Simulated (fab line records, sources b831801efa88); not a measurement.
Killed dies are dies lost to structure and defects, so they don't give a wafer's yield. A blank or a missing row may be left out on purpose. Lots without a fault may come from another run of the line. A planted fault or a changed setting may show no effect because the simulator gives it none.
Which tool did it? | flow sky130 | 13 lots, 37 wafers sampled, at 3 steps of a route of 708

WHAT THE GAUGES READ, wafer by wafer
SKY_POLY_GATE_CD_MEAS_22. Usual: cd_nm 151.6 nm, standard deviation 2.5.
lot  | measured     | on        | cd_nm (nm)        | flag
L356 | day 16 07:56 | cd_sem-02 | 149.6 157.5 146.4 |
L357 | day 16 19:17 | cd_sem-01 | 153.9 153.6 152.1 |
L358 | day 17 11:01 | cd_sem-02 | 151.5 150.9 148.0 |
L359 | day 17 22:20 | cd_sem-02 | 152.0 151.9 152.0 |
L365 | day 19 23:29 | cd_sem-02 | 153.9 153.1       |
L366 | day 20 15:25 | cd_sem-02 | 147.3 148.3 150.2 |
L368 | day 21 01:50 | cd_sem-02 | 150.4 149.0       |
L371 | day 21 20:22 | cd_sem-01 | 151.7 151.1 155.1 |
L375 | day 23 15:18 | cd_sem-01 | 147.6 149.3 150.8 |
L376 | day 23 23:20 | cd_sem-01 | 152.3 150.4 148.3 |
L377 | day 24 01:25 | cd_sem-01 | 152.8 153.5 149.2 |
L378 | day 24 06:59 | cd_sem-01 | 153.5 150.1 153.3 |
L379 | day 24 23:08 | cd_sem-02 | 146.1 149.0 146.4 |

SKY_LDD_HVP_OVL_MEAS_07. Usual: LDD_HVP_OVL -1.1 nm, standard deviation 1.6.
lot  | measured     | on         | LDD_HVP_OVL (nm) | flag
L356 | day 21 08:08 | overlay-02 | -2.0 -0.4 -2.0   |
L357 | day 21 21:35 | overlay-01 | -1.3 1.0 -0.3    |
L358 | day 22 13:55 | overlay-01 | -2.1 0.1 -0.2    |
L359 | day 23 02:25 | overlay-02 | -2.8 -2.2 -3.8   |
L365 | day 25 01:49 | overlay-01 | -2.9 -3.1        |
L366 | day 25 17:56 | overlay-02 | 0.4 0.7 1.6      |
L368 | day 26 02:17 | overlay-01 | 0.3 -2.6         |
L371 | day 26 21:37 | overlay-01 | -0.7 -2.0 -1.5   |
L375 | day 28 13:34 | overlay-02 | 2.0 1.2 1.2      |
L376 | day 28 21:31 | overlay-01 | -2.1 -3.6 -2.7   |
L377 | day 28 23:02 | overlay-02 | -1.4 -1.6 -1.9   |
L378 | day 29 03:02 | overlay-01 | 0.4 0.4 1.8      |
L379 | day 29 20:08 | overlay-02 | 0.2 0.8 -0.8     |

WHICH TOOL RAN EACH LOT (tool, then ch and the chambers of the sampled wafers, then the start)
lot  | SKY_RES_PROTECT_STRIP_07
L356 | plasma_asher-01 ch 0,1, day 15 00:18
L357 | plasma_asher-02 ch 0,1, day 15 11:08
L358 | plasma_asher-01 ch 0,1, day 15 21:02
L359 | plasma_asher-01 ch 0,1, day 16 10:32
L365 | plasma_asher-04 ch 0,1, day 18 13:17
L366 | plasma_asher-01 ch 0,1, day 19 04:40
L368 | plasma_asher-04 ch 0,1, day 19 14:48
L371 | plasma_asher-01 ch 0,1, day 20 10:06
L375 | plasma_asher-01 ch 0,1, day 22 05:22
L376 | plasma_asher-04 ch 0,1, day 22 14:18
L377 | plasma_asher-01 ch 0,1, day 22 15:02
L378 | plasma_asher-01 ch 0,1, day 22 20:51
L379 | plasma_asher-02 ch 0,1, day 23 12:26
- SKY_RES_PROTECT_STRIP_07: strips in O2/N2.

WHAT THE TOOLS THEMSELVES READ (means of the sampled wafers that have a number; where no wafer has one, the mark that the record gives instead)
SKY_RES_PROTECT_STRIP_07. Usual: drypump_motor_current_A 5.5 A, standard deviation 0.6; o2_flow_sccm 2999 sccm, standard deviation 10; oes_product_au 0.518 a.u., standard deviation 0.0044; strip_time_to_endpoint_s 23.31 s, standard deviation 0.038.
lot  | tool            | drypump_motor_current_A (A) | o2_flow_sccm (sccm) | oes_product_au (a.u.) | strip_time_to_endpoint_s (s) | flag
L356 | plasma_asher-01 | 4.9                         | 3000                | 0.514                 | 23.30                        |
L357 | plasma_asher-02 | 6.2                         | 3008                | 0.514                 | 23.35                        |
L358 | plasma_asher-01 | 4.9                         | 2993                | 0.517                 | 23.36                        |
L359 | plasma_asher-01 | 4.9                         | 2992                | 0.522                 | 23.31                        |
L365 | plasma_asher-04 | 5.8                         | 2998                | 0.516                 | 23.33                        |
L366 | plasma_asher-01 | 4.9                         | 2993                | 0.518                 | 23.35                        |
L368 | plasma_asher-04 | 5.8                         | 3007                | 0.516                 | 23.30                        |
L371 | plasma_asher-01 | 4.9                         | 3008                | 0.516                 | 23.31                        |
L375 | plasma_asher-01 | 4.9                         | 2983                | 0.516                 | 23.33                        |
L376 | plasma_asher-04 | 5.9                         | 2998                | 0.516                 | 23.30                        |
L377 | plasma_asher-01 | 4.9                         | 2997                | 0.513                 | 23.31                        |
L378 | plasma_asher-01 | 4.9                         | 3005                | 0.515                 | 23.32                        |
L379 | plasma_asher-02 | 6.1                         | 3000                | 0.519                 | 23.24                        |

THE ANSWER, worked out from the rows above alone
Rule: a lot is off if the mean of its wafers that have a number lies more than 3 standard deviations from the usual mean. A lot without any number at a reading at which 4 lots or more have one is off too. The other lots that the step has rows for count as sound. The gauges are gone through in route order, then the tools' own readings, and for those a lot's mean is taken as printed above. The first step at which some lot is off is used, and at that step the reading that is off furthest; a lot without a number counts as furthest.
No lot is off at any reading shown: from this, nothing can be told.

WHAT THE SIMULATOR HAD PUT IN
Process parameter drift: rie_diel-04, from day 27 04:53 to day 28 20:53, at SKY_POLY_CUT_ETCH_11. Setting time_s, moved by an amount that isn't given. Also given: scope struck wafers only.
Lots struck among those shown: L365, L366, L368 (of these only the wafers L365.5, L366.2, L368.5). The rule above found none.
